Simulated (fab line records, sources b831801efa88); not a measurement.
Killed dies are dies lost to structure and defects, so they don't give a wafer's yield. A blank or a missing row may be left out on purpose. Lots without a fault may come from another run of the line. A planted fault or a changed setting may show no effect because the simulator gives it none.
A struck lot beside a sound one | flow gf180mcu | 15 steps out of a route of 602
Sound: wafers L334.2, L334.3, L334.6. Struck: wafers L343.2, L343.4, L343.6. The cause comes at the end.
At each step with rows: each side's tool, then ch and its chambers, then its first start. Under that, the readings that differ: sound wafers | struck wafers | difference of the means | sigmas: that difference in standard deviations of wafers without a fault.
alike: readings whose means differ by less than 2 such deviations, and words and numbers that are the same on both sides. not compared: withheld readings, readings that some wafer has no value for, bounds like >300 that may hide the same value, and numbers for which the record gives no deviation and whose values overlap.
The two part at a step that has a row with sigmas, a row that says differs or no value, or rows on one side only. Numbers that don't overlap but have no deviation are shown without sigmas and don't part them. A reading that every wafer of one side lacks parts them only if that side has two wafers or more.

first, 3 steps without rows for these wafers: GF_V5_STRIP_18 (strips in O2/N2); GF_V5_STRIP_19 (strips in post etch residue remover, time 1200 s); GF_V5_CLEAN_20 (cleans in DIW).
GF_V5_SPUTTER_21: material Ti, target thk 15 nm, time 80.02 s.
  sound on pvd_sputter-03, day 30 05:40; struck on pvd_sputter-03, day 32 16:33
  alike: throttle_valve_pct
then, 2 steps without rows for these wafers: GF_V5_SPUTTER_22 (material TiN, target thk 10 nm, time 40 s); GF_V5_CVD_23 (deposits W, target thk 350 nm, time 104.9 s).
GF_V5_RS_MEAS_24: measures by four-point-probe.
  sound on film_metro-01, day 30 05:55; struck on film_metro-02, day 32 16:47
  alike: V5_W_RS
GF_V5_THK_MEAS_25: measures by xrf.
  sound on film_metro-01, day 30 06:01; struck on film_metro-02, day 32 16:54
  alike: V5_W_THK
then, 1 step without rows for these wafers: GF_V5_CMP_26 (polishes, stops on SiO2, t overpolish 15 s, target thk 0 nm).
GF_TOP_METAL_SPUTTER_00: material Ti, target thk 37.5 nm, time 150 s.
  sound on pvd_sputter-03, day 30 06:23; struck on pvd_sputter-01, day 32 17:15
  alike: throttle_valve_pct
GF_TOP_METAL_SPUTTER_01: material TiN, target thk 30 nm, time 25 s.
  sound on pvd_sputter-03, day 30 06:29; struck on pvd_sputter-01, day 32 17:21
  alike: throttle_valve_pct
GF_TOP_METAL_SPUTTER_02: material AlCu, target thk 900 nm, time 47.82 s.
  sound on pvd_sputter-03, day 30 06:31; struck on pvd_sputter-01, day 32 17:23
  alike: throttle_valve_pct
GF_TOP_METAL_SPUTTER_03: material Ti, target thk 5 nm, time 3.3 s.
  sound on pvd_sputter-03, day 30 06:33; struck on pvd_sputter-01, day 32 17:25
  reading                                      | sound             | struck            | difference | sigmas
  model.Ti_of_TOP_METAL_SPUTTER_03.thk_nm (nm) | 5.001 5.021 4.954 | 6.972 7.058 7.213 | +2.089     |
  alike: throttle_valve_pct
GF_TOP_METAL_SPUTTER_04: material TiN, target thk 25 nm, time 20.8 s.
  sound on pvd_sputter-03, day 30 06:34; struck on pvd_sputter-01, day 32 17:26
  alike: throttle_valve_pct
then, 1 step without rows for these wafers: GF_PASSIVATION_PROBE_99.

WHERE THEY PART
Nowhere in this record.

WHY: what the simulator had put in
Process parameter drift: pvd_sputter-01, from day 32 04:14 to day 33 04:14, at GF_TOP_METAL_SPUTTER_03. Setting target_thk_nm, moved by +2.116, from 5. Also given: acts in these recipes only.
